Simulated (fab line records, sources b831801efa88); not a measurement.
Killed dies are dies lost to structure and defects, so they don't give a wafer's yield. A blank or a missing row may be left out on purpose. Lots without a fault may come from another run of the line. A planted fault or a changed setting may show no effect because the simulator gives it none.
Chamber matching | flow sky130 | SKY_FIELD_ISO_ETCH_15 on rie_diel-01: 4 sister chambers
The step etches the open film in CHF3/O2, stops on Si, target depth 180 nm, time 70.07 s. 4 wafers are shown with their chamber, then 7 later ones without.

WAFERS WITH THEIR CHAMBER
wafer  | chamber | throttle_valve_pct (%)
L541.1 | 3       | 8.837
L541.2 | 1       | 8.848
L546.1 | 2       | 8.854
L546.2 | 0       | 8.846

WAFERS WITHOUT THEIR CHAMBER
wafer  | throttle_valve_pct (%)
L546.5 | 8.859
L548.2 | 8.849
L548.4 | 8.845
L548.5 | 8.844
L555.2 | 8.847
L555.4 | 8.842
L555.6 | 8.832

WHICH CHAMBER EACH WENT THROUGH
wafer  | from the rows above          | in truth
L546.5 | can't be placed: 2 or 1      | 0
L548.2 | can't be placed: 1 or 0 or 2 | 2
L548.4 | can't be placed: 0 or 1      | 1
L548.5 | can't be placed: 0 or 1 or 3 | 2
L555.2 | can't be placed: 0 or 1 or 2 | 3
L555.4 | can't be placed: 0 or 3 or 1 | 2
L555.6 | 3                            | 3
Placed correctly: 1 of 7. Can't be placed from these rows: 6 (the true chamber is among the candidates in 2). Placed wrongly: 0.
How it was worked out, from the rows above alone: a wafer's distance from a chamber is the root of the sum, over the readings, of the square of ((its reading less the chamber's mean) divided by the reading's scatter). The wafer belongs to the nearest chamber; if the next one is less than 2 further off, it can't be placed. A chamber's mean is the mean of its shown wafers. The scatter: with one shown wafer a chamber, the root of the mean of the squares of how far each hidden wafer lies from its nearest shown one.
